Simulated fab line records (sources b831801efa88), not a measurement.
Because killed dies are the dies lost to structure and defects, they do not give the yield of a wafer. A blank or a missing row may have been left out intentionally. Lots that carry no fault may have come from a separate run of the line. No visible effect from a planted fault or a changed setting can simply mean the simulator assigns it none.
Chamber matching + flow gf180mcu + cmp-01 running GF_STI_CMP_25: 4 sister chambers
The step polishes, stops on Si3N4, t overpolish 33 s, target thk 524.6 nm. 4 wafers are shown with their chamber, then 7 later ones without.

WAFERS PAIRED WITH THEIR CHAMBERS
| wafer  | chamber | motor current A (A) |
|--------|---------|---------------------|
| L111.5 | 3       | 12.7                |
| L113.1 | 1       | 13.2                |
| L116.1 | 0       | 11.3                |
| L116.5 | 2       | 14.5                |

WAFERS WITH NO CHAMBER GIVEN
| wafer  | motor current A (A) |
|--------|---------------------|
| L116.6 | 12.6                |
| L117.1 | 13.1                |
| L117.2 | 11.8                |
| L117.4 | 13.8                |
| L119.2 | 13.9                |
| L119.4 | 11.1                |
| L119.6 | 12.2                |

CHAMBER TAKEN BY EACH
| wafer  | from the rows above          | in truth |
|--------|------------------------------|----------|
| L116.6 | can't be placed: 3 or 1      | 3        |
| L117.1 | can't be placed: 1 or 3      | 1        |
| L117.2 | can't be placed: 0 or 3      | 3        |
| L117.4 | can't be placed: 1 or 2 or 3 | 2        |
| L119.2 | can't be placed: 2 or 1 or 3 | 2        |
| L119.4 | 0                            | 0        |
| L119.6 | can't be placed: 3 or 0 or 1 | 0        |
1 of 7 placed correctly. Can't be placed from these rows: 6 (the true chamber is among the candidates in 6). Placed wrongly: 0.
How it was worked out, from the rows above alone: a wafer's distance from a chamber is the root of the sum, over the readings, of the square of ((its reading less the chamber's mean) divided by the reading's scatter). If the next closest chamber is less than 2 further off than the closest, the wafer can't be placed; otherwise it belongs to the closest. A chamber's mean is the mean of its shown wafers. The scatter: root of mean squared gap, hidden wafer to nearest shown wafer, with one shown wafer a chamber.
